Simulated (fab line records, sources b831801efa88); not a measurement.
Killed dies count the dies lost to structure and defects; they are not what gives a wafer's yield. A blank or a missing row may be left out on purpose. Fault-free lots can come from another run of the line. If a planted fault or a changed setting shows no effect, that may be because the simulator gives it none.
fab line records + flow sky130
record:
- lots: 5
- wafers: 15
- lastDay: 50
route steps=708 shown VT_ADJUST_LVTN@111 VT_ADJUST_NCORE@119
lots untouched by any fault: they come from a run of this same line in which no faults occurred
startH: start of the lot's first displayed wafer, in hours after the record's first day + waitH: hours since the lot's step before + " same as the row above + L1.1+2: a row that stands for several wafers + - either no value or no given start + * or withheld: withheld + < > ~ a bound
route shown NAME@n: NAME is a module with steps in the file, n the number in the route of the first one + usual: mean and standard deviation over wafers with no fault + same: alike in all rows + chamber/n: place in a boat + sites: readings site by site + _std_site: the values' standard deviation + _edge_site: mean of outer sites minus mean of inner sites + radiusMm: how far each site lies from the wafer's centre + mask NAME#n: copy n + behind: the tool/chamber that last shaped the wafer + hold: what put the lot on hold/how long, in hours/how the hold closed + device: transistor that didn't switch, given as n, p or np + end of line: the tests these same wafers got at the end of their route + for a step that has no rows: nothing shown but its recipe + killed: dies that structure and defects cost at the first sort, which is not the same as the wafer's yield + map: the dies of a wafer, with x for killed, . for not killed, _ for no die there
set.NAME: the setting the step ran with; set.NAME@STEP: the setting that earlier step ran with + model.NAME: the simulator's own value behind a step, which no gauge read
lots seen at some steps along the route; tables by step, rows by wafer
services: the hour from which a tool's chamber was out of use, counted from the record's first day as startH (under 0 if before that day), plus the number of hours and why
== steps ==
step: SKY_VT_ADJUST_LVTN_SOFTBAKE_14
recipe:
- tempC: 90
- timeS: 60
- resist: NOVOLAK
step: SKY_VT_ADJUST_LVTN_EXPOSE_15
recipe:
- maskId: HVN_STD_DERIVED
- na: 0.6
- sourceShape: conventional
- sigmaOuter: 0.6
- polarization: unpolarized
- targetCdNm: 600
- doseMj: 163
step: SKY_VT_ADJUST_LVTN_PEB_16
recipe:
- tempC: withheld
- timeS: *
- resist: NOVOLAK
step: SKY_VT_ADJUST_LVTN_DEVELOP_17
recipe:
- resist: NOVOLAK
- developer: TMAH
- developTimeS: 60
- devTempC: 23
step: SKY_VT_ADJUST_LVTN_OVL_MEAS_18
usual:
- VT_ADJUST_LVTN_01_OVL: -0.4/1.3
| lot.wafer | tool       | chamber | startH | waitH | VT_ADJUST_LVTN_01_OVL[nm] |
|-----------|------------|---------|--------|-------|---------------------------|
| L480.3    | overlay-01 | -       | 213.11 | 0.1   | -0.1                      |
| L480.4    | "          | -       | "      | "     | 1.2                       |
| L480.5    | "          | -       | "      | "     | 1.4                       |
| L481.1    | overlay-01 | -       | 219.40 | 0.1   | 1.4                       |
| L481.4    | "          | -       | "      | "     | 0.3                       |
| L481.6    | "          | -       | "      | "     | -0.8                      |
| L485.1    | overlay-02 | -       | 253.44 | 0.1   | -2.6                      |
| L485.2    | "          | -       | "      | "     | -1.3                      |
| L485.5    | "          | -       | "      | "     | -2.5                      |
| L494.4    | overlay-02 | -       | 312.59 | 0.1   | -0.4                      |
| L494.5    | "          | -       | "      | "     | -1.0                      |
| L494.6    | "          | -       | "      | "     | -2.4                      |
| L495.1    | overlay-01 | -       | 318.72 | 0.1   | -3.5                      |
| L495.3    | "          | -       | "      | "     | -0.9                      |
| L495.5    | "          | -       | "      | "     | -2.2                      |
step: SKY_VT_ADJUST_LVTN_IMPLANT_19
recipe:
- species: B
- energyKev: 30
- doseCm2: 6.5e+11
- tiltDeg: withheld
step: SKY_VT_ADJUST_LVTN_STRIP_20
recipe:
- chemistry: O2/N2
- powerW: 1400
- pressureMtorr: 1500
- platenTempC: withheld
- o2FlowSccm: 3000
- n2FlowSccm: 300
- overashFraction: 0.5
usual:
- drypumpMotorCurrentA: 6.0/0.47
- o2FlowSccm: 3000/9.7
- oesProductAu: 0.716/0.0044
- stripTimeToEndpointS: 14.16/0.036
| lot.wafer | tool           | chamber | startH | waitH | drypumpMotorCurrentA | o2FlowSccm | oesProductAu | rfHoursCounterH | stripTimeToEndpointS |
|-----------|----------------|---------|--------|-------|----------------------|------------|--------------|-----------------|----------------------|
| L480.3    | plasmaAsher-03 | 1       | 213.32 | 0.1   | 5.7                  | 3002       | 0.711        | -               | 14.21                |
| L480.4    | "              | 0       | "      | "     | 4.9                  | 3003       | 0.713        | -               | 14.18                |
| L480.5    | "              | 1       | "      | "     | 5.7                  | 2999       | 0.716        | -               | 14.22                |
| L481.1    | plasmaAsher-03 | 0       | 219.59 | 0.1   | 4.9                  | 2998       | 0.717        | 52              | 14.17                |
| L481.4    | "              | 0       | "      | "     | 4.9                  | 3019       | 0.715        | -               | 14.21                |
| L481.6    | "              | 1       | "      | "     | 5.8                  | 3001       | 0.723        | -               | 14.17                |
| L485.1    | plasmaAsher-02 | 1       | 253.63 | 0.1   | 5.8                  | 3008       | 0.714        | 55              | 14.20                |
| L485.2    | "              | 0       | "      | "     | 6.1                  | 3003       | 0.723        | 55              | 14.19                |
| L485.5    | "              | 1       | "      | "     | 5.8                  | 3004       | 0.718        | -               | 14.18                |
| L494.4    | plasmaAsher-02 | 0       | 312.79 | 0.1   | 6.1                  | 2988       | 0.717        | -               | 14.17                |
| L494.5    | "              | 1       | "      | "     | 5.8                  | 2989       | 0.720        | -               | 14.22                |
| L494.6    | "              | 0       | "      | "     | 6.1                  | 3000       | 0.718        | -               | 14.12                |
| L495.1    | plasmaAsher-01 | 1       | 318.91 | 0.1   | 6.1                  | 2991       | 0.710        | 52              | 14.19                |
| L495.3    | "              | 1       | "      | "     | 6.1                  | 2984       | 0.712        | -               | 14.20                |
| L495.5    | "              | 1       | "      | "     | 6.1                  | 2997       | 0.723        | -               | 14.15                |
step: SKY_VT_ADJUST_LVTN_TW_MEAS_21
usual:
- VT_ADJUST_LVTN_2_TW: 188.8/0.86
| lot.wafer | tool         | chamber | startH | waitH | VT_ADJUST_LVTN_2_TW |
|-----------|--------------|---------|--------|-------|---------------------|
| L480.3    | filmMetro-01 | -       | 213.41 | 0.1   | 189.3               |
| L480.4    | "            | -       | "      | "     | 188.4               |
| L480.5    | "            | -       | "      | "     | 189.0               |
| L481.1    | filmMetro-03 | -       | 219.69 | 0.1   | 188.8               |
| L481.4    | "            | -       | "      | "     | 189.6               |
| L481.6    | "            | -       | "      | "     | 188.6               |
| L485.1    | filmMetro-03 | -       | 253.73 | 0.1   | 188.0               |
| L485.2    | "            | -       | "      | "     | 188.8               |
| L485.5    | "            | -       | "      | "     | 187.4               |
| L494.4    | filmMetro-01 | -       | 312.89 | 0.1   | 190.2               |
| L494.5    | "            | -       | "      | "     | 189.8               |
| L494.6    | "            | -       | "      | "     | 189.4               |
| L495.1    | filmMetro-03 | -       | 319.01 | 0.1   | 190.4               |
| L495.3    | "            | -       | "      | "     | 190.3               |
| L495.5    | "            | -       | "      | "     | 190.5               |
step: SKY_VT_ADJUST_NCORE_DEHYDRATE_00
recipe:
- tempC: 200
- timeS: 60
step: SKY_VT_ADJUST_NCORE_HMDS_01
recipe:
- primeTimeS: 60
- primeTempC: 120
step: SKY_VT_ADJUST_NCORE_COAT_02
recipe:
- resist: NOVOLAK
- spinRpm: 3000
- resistThkNm: 1140
step: SKY_VT_ADJUST_NCORE_SOFTBAKE_03
recipe:
- tempC: 90
- timeS: 60
- resist: NOVOLAK
step: SKY_VT_ADJUST_NCORE_EXPOSE_04
recipe:
- maskId: LVTN_COMPLEMENT_THIN
- na: 0.6
- sourceShape: conventional
- sigmaOuter: 0.6
- polarization: unpolarized
- targetCdNm: 380
- doseMj: 139
| lot.wafer  | tool            | chamber | startH | waitH | mask                   |
|------------|-----------------|---------|--------|-------|------------------------|
| L480.3+4+5 | ilineStepper-02 | 0       | 224.89 | -     | LVTN_COMPLEMENT_THIN#0 |
| L481.1+4+6 | ilineStepper-01 | 0       | 231.23 | -     | LVTN_COMPLEMENT_THIN#0 |
| L485.1+2+5 | ilineStepper-01 | 0       | 265.50 | -     | HVTRM#0                |
| L494.4+5+6 | ilineStepper-02 | 0       | 325.45 | -     | LVTN_COMPLEMENT_THIN#0 |
| L495.1+3+5 | ilineStepper-02 | 0       | 332.65 | -     | LVTN_COMPLEMENT_THIN#0 |
step: SKY_VT_ADJUST_NCORE_PEB_05
recipe:
- tempC: withheld
- timeS: *
- resist: NOVOLAK
step: SKY_VT_ADJUST_NCORE_DEVELOP_06
recipe:
- resist: NOVOLAK
- developer: TMAH
- developTimeS: 60
- devTempC: 23
step: SKY_VT_ADJUST_NCORE_CD_MEAS_07
recipe:
- targetCdNm: 380
usual:
- cdNm: 380.2/2.6
| lot.wafer | tool     | chamber | startH | waitH | cdNm  |
|-----------|----------|---------|--------|-------|-------|
| L480.3    | cdSem-02 | -       | 235.69 | 0.1   | 381.6 |
| L480.4    | "        | -       | "      | "     | 384.2 |
| L480.5    | "        | -       | "      | "     | 384.7 |
| L481.1    | cdSem-01 | -       | 242.79 | 0.1   | 379.8 |
| L481.4    | "        | -       | "      | "     | 380.0 |
| L481.6    | "        | -       | "      | "     | 379.0 |
| L485.1    | cdSem-02 | -       | 277.19 | 0.1   | -     |
| L485.2    | "        | -       | "      | "     | -     |
| L485.5    | "        | -       | "      | "     | -     |
| L494.4    | cdSem-01 | -       | 339.05 | 0.1   | 382.9 |
| L494.5    | "        | -       | "      | "     | 381.7 |
| L494.6    | "        | -       | "      | "     | 379.2 |
| L495.1    | cdSem-01 | -       | 345.99 | 0.1   | 379.0 |
| L495.3    | "        | -       | "      | "     | 377.0 |
| L495.5    | "        | -       | "      | "     | 376.7 |
step: SKY_VT_ADJUST_NCORE_OVL_MEAS_08
usual:
- VT_ADJUST_NCORE_OVL: -0.6/1.2
| lot.wafer | tool       | chamber | startH | waitH | VT_ADJUST_NCORE_OVL[nm] |
|-----------|------------|---------|--------|-------|-------------------------|
| L480.3    | overlay-02 | -       | 235.78 | 0.1   | -1.5                    |
| L480.4    | "          | -       | "      | "     | -0.5                    |
| L480.5    | "          | -       | "      | "     | -3.1                    |
| L481.1    | overlay-02 | -       | 242.91 | 0.1   | 0.3                     |
| L481.4    | "          | -       | "      | "     | 1.2                     |
| L481.6    | "          | -       | "      | "     | 0.7                     |
| L485.1    | overlay-01 | -       | 277.31 | 0.1   | -                       |
| L485.2    | "          | -       | "      | "     | -                       |
| L485.5    | "          | -       | "      | "     | -                       |
| L494.4    | overlay-02 | -       | 339.13 | 0.1   | 1.3                     |
| L494.5    | "          | -       | "      | "     | 2.3                     |
| L494.6    | "          | -       | "      | "     | -0.8                    |
| L495.1    | overlay-02 | -       | 346.11 | 0.1   | -0.9                    |
| L495.3    | "          | -       | "      | "     | -1.9                    |
| L495.5    | "          | -       | "      | "     | 0.9                     |
step: SKY_VT_ADJUST_NCORE_IMPLANT_09
recipe:
- species: B
- energyKev: 10
- doseCm2: 2.4e+12
- tiltDeg: withheld
step: SKY_VT_ADJUST_NCORE_STRIP_10
recipe:
- chemistry: O2/N2
- powerW: 1400
- pressureMtorr: 1500
- platenTempC: withheld
- o2FlowSccm: 3000
- n2FlowSccm: 300
- overashFraction: 0.5
usual:
- drypumpMotorCurrentA: 5.6/0.39
- o2FlowSccm: 3001/10
- oesProductAu: 0.716/0.005
- stripTimeToEndpointS: 14.17/0.045
| lot.wafer | tool           | chamber | startH | waitH | drypumpMotorCurrentA | o2FlowSccm | oesProductAu | rfHoursCounterH | stripTimeToEndpointS |
|-----------|----------------|---------|--------|-------|----------------------|------------|--------------|-----------------|----------------------|
| L480.3    | plasmaAsher-04 | 1       | 235.99 | 0.1   | 5.8                  | 2986       | 0.720        | -               | 14.16                |
| L480.4    | "              | 0       | "      | "     | 5.4                  | 3009       | 0.728        | -               | 14.11                |
| L480.5    | "              | 0       | "      | "     | 5.4                  | 2984       | 0.719        | -               | 14.08                |
| L481.1    | plasmaAsher-03 | 0       | 243.10 | 0.1   | 4.9                  | 3014       | 0.722        | 54              | 14.19                |
| L481.4    | "              | 0       | "      | "     | 4.9                  | 3015       | 0.717        | -               | 14.19                |
| L481.6    | "              | 1       | "      | "     | 5.7                  | 2988       | 0.721        | -               | 14.20                |
| L485.1    | plasmaAsher-02 | 1       | 277.50 | 0.1   | 5.7                  | 2998       | 0.710        | 58              | 14.15                |
| L485.2    | "              | 0       | "      | "     | 6.1                  | 2993       | 0.716        | 58              | 14.16                |
| L485.5    | "              | 1       | "      | "     | 5.7                  | 2991       | 0.716        | -               | 14.15                |
| L494.4    | plasmaAsher-03 | 0       | 339.33 | 0.1   | 4.9                  | 2984       | 0.722        | -               | 14.16                |
| L494.5    | "              | 0       | "      | "     | 4.9                  | 3006       | 0.710        | -               | 14.20                |
| L494.6    | "              | 1       | "      | "     | 5.7                  | 3008       | 0.718        | -               | 14.19                |
| L495.1    | plasmaAsher-03 | 1       | 346.30 | 0.1   | 5.7                  | 3026       | 0.719        | 64              | 14.13                |
| L495.3    | "              | 1       | "      | "     | 5.8                  | 3002       | 0.719        | -               | 14.17                |
| L495.5    | "              | 0       | "      | "     | 4.8                  | 3001       | 0.717        | -               | 14.15                |
step: SKY_VT_ADJUST_NCORE_TW_MEAS_11
usual:
- VT_ADJUST_NCORE_TW: 220.0/1.3
| lot.wafer | tool         | chamber | startH | waitH | hold                    | VT_ADJUST_NCORE_TW |
|-----------|--------------|---------|--------|-------|-------------------------|--------------------|
| L480.3    | filmMetro-03 | -       | 236.08 | 0.1   | -                       | 222.0              |
| L480.4    | "            | -       | "      | "     | -                       | 220.2              |
| L480.5    | "            | -       | "      | "     | -                       | 219.9              |
| L481.1    | filmMetro-03 | -       | 243.20 | 0.1   | -                       | 217.6              |
| L481.4    | "            | -       | "      | "     | -                       | 218.9              |
| L481.6    | "            | -       | "      | "     | -                       | 218.9              |
| L485.1    | filmMetro-04 | -       | 277.60 | 0.1   | awaitDispo/0.2h/release | 30.1               |
| L485.2    | "            | -       | "      | "     | awaitDispo/0.2h/release | 30.0               |
| L485.5    | "            | -       | "      | "     | awaitDispo/0.2h/release | 30.0               |
| L485.1    | filmMetro-04 | -       | 277.83 | 0.2   | -                       | 30.0               |
| L485.2    | "            | -       | "      | "     | -                       | 30.2               |
| L485.5    | "            | -       | "      | "     | -                       | 30.0               |
| L494.4    | filmMetro-04 | -       | 339.43 | 0.1   | -                       | 217.5              |
| L494.5    | "            | -       | "      | "     | -                       | 217.2              |
| L494.6    | "            | -       | "      | "     | -                       | 218.3              |
| L495.1    | filmMetro-03 | -       | 346.40 | 0.1   | -                       | 219.2              |
| L495.3    | "            | -       | "      | "     | -                       | 221.2              |
| L495.5    | "            | -       | "      | "     | -                       | 221.1              |
== services ==
| tool            | chamber | startH | hours | kind        |
|-----------------|---------|--------|-------|-------------|
| ilineStepper-01 | -       | 217.11 | 1.7   | pm          |
| ilineStepper-01 | 0       | 254.24 | -     | calibration |
| plasmaAsher-02  | -       | 313.45 | 2.8   | repair      |
| plasmaAsher-02  | -       | 340.03 | 12.6  | pm          |
| ilineStepper-02 | -       | 345.67 | 1.7   | pm          |
== key ==
firstSign:
- step: SKY_VT_ADJUST_NCORE_EXPOSE_04
- reading: mask
- direction: changed
effect:
- step: SKY_VT_ADJUST_NCORE_CD_MEAS_07
- reading: cdNm
- direction: missing
effect:
- step: SKY_VT_ADJUST_NCORE_OVL_MEAS_08
- reading: VT_ADJUST_NCORE_OVL
- direction: missing
effect:
- step: SKY_VT_ADJUST_NCORE_TW_MEAS_11
- reading: visit
- direction: added
effect:
- step: SKY_VT_ADJUST_NCORE_TW_MEAS_11
- reading: VT_ADJUST_NCORE_TW
- direction: down
- sigmas: 99+
- usual: 220.0
- struck: 30.0
metAt SKY_VT_ADJUST_NCORE_EXPOSE_04
struckWafers L485.1,L485.2,L485.5
scrappedBehind SKY_VT_ADJUST_NCORE_TW_MEAS_11 L485.1,L485.2,L485.5
onsetBetween 231.23 265.50
fault:
- kind: wrongMask
- tool: any
- chamber: -
- onsetH: 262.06
- steps: SKY_VT_ADJUST_NCORE_EXPOSE_04
- auxCopy: HVTRM#0
- scope: struckLotsOnly
